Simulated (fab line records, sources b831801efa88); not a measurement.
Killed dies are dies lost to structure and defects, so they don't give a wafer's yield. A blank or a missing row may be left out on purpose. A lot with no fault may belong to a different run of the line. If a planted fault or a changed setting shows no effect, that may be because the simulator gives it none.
Struck lot and sound lot, side by side | flow sky130 | 22 steps out of a route of 708
Sound: the wafers L264.1, L264.2, L264.6. The struck wafers were L278.1, L278.2, L278.5. At the end, the cause is stated.
Each step with rows lists, per side, the tool, then ch with its chambers, then its first start. Under that, the readings that differ: sound wafers | struck wafers | difference of the means | sigmas: that difference in standard deviations of wafers without a fault.
alike: same words and numbers on both sides, and readings whose means sit less than 2 such deviations apart. not compared: any withheld reading, any reading some wafer has no value for, any bound like >300 that may hide the same value, and any number with overlapping values for which the record gives no deviation.
The two part at a step that has a row with sigmas, a row that says differs or no value, or rows on one side only. Numbers that have no deviation but don't overlap get no sigmas and don't part them. A reading that every wafer of one side lacks parts them only if that side has two wafers or more.

first, 1 step without rows for these wafers: SKY_POLY_GATE_OXIDATION_20 (stabilise 600 s, purge 300 s, target thk 4 nm).
SKY_POLY_GATE_THK_MEAS_21:
  sound on filmMetro-01 at day 16 15:33; struck on filmMetro-01 at day 21 19:48
  alike: POLY_GATE_OXIDATION_THK
SKY_POLY_GATE_CD_MEAS_22:
  sound on cdSem-02 at day 16 15:37; struck on cdSem-02 at day 21 19:52
  alike: cdNm
then, 7 steps without rows for these wafers: SKY_LDD_N_DEHYDRATE_00 (time 60 s); SKY_LDD_N_HMDS_01 (prime time 60 s); SKY_LDD_N_COAT_02 (resist thk 300 nm); SKY_LDD_N_SOFTBAKE_03 (time 60 s); SKY_LDD_N_EXPOSE_04 (exposes mask NTM, target cd 840 nm); SKY_LDD_N_PEB_05; SKY_LDD_N_DEVELOP_06 (develop time 60 s).
SKY_LDD_N_OVL_MEAS_07:
  sound on overlay-01 at day 17 18:29; struck on overlay-02 at day 23 01:44
  alike: LDD_N_OVL
then, 1 step without rows for these wafers: SKY_LDD_N_IMPLANT_08.
SKY_LDD_N_IMPLANT_09:
  sound on implanter-01 ch 0, day 17 18:41; struck on implanter-02 ch 0, day 23 01:55
reading          | sound                       | struck                           | difference  | sigmas
doseIonsCm2      | 7.5e+13 7.497e+13 7.511e+13 | 1.0505e+14 1.0507e+14 1.0513e+14 | +3.0057e+13 | +99 or more
faradayCurrentUA | 408 434 434                 | 572 583 564                      | +148        | +18
then, 6 steps without rows for these wafers: SKY_LDD_N_IMPLANT_10; SKY_LDD_N_IMPLANT_11; SKY_LDD_N_IMPLANT_12; SKY_LDD_N_IMPLANT_13; SKY_LDD_N_IMPLANT_14; SKY_LDD_N_IMPLANT_15.
SKY_LDD_N_STRIP_16: strips in O2/N2.
  sound on plasmaAsher-04 ch 0,1, day 17 19:44; struck on plasmaAsher-01 ch 0,1, day 23 02:58
reading                  | sound             | struck            | difference | sigmas
stripTimeToEndpointS (s) | 4.330 4.353 4.319 | 4.411 4.388 4.364 | +0.054     | +4
  alike: drypumpMotorCurrentA, oesProductAu
  not compared: rfHoursCounterH
SKY_LDD_N_TW_MEAS_17:
  sound on filmMetro-04 at day 17 19:50; struck on filmMetro-03 at day 23 03:04
  alike: LDD_N_TW
-- the record jumps here: 26 days lie between the struck wafers' starts before and after (it left off in module LDD_N and takes up again in module PAD_OPEN, whose first step shown is number 708 of the route) --
SKY_PAD_OPEN_PROBE_99:
  sound on prober-02 at day 45 19:40; struck on prober-01 at day 49 10:31
reading                  | sound           | struck          | difference | sigmas
model.etest.tipN.rsOhmSq | 441.1 441 439.5 | 417.4 416 421.1 | -22.4      | 
  alike: killed_at_M0_to_M3, killed_at_M4_up, killedAtContacts, killedAtFrontEnd, killedAtOther, killedDies, killedOpen, killedShort

## WHERE THEY PART
At SKY_LDD_N_IMPLANT_09 first; at SKY_LDD_N_STRIP_16 last (within this record only). Later steps at which nothing parts them and some readings are alike: SKY_LDD_N_TW_MEAS_17, SKY_PAD_OPEN_PROBE_99.

WHY: the cause the simulator had injected
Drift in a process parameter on implanter-02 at SKY_LDD_N_IMPLANT_09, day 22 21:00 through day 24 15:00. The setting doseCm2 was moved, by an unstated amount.
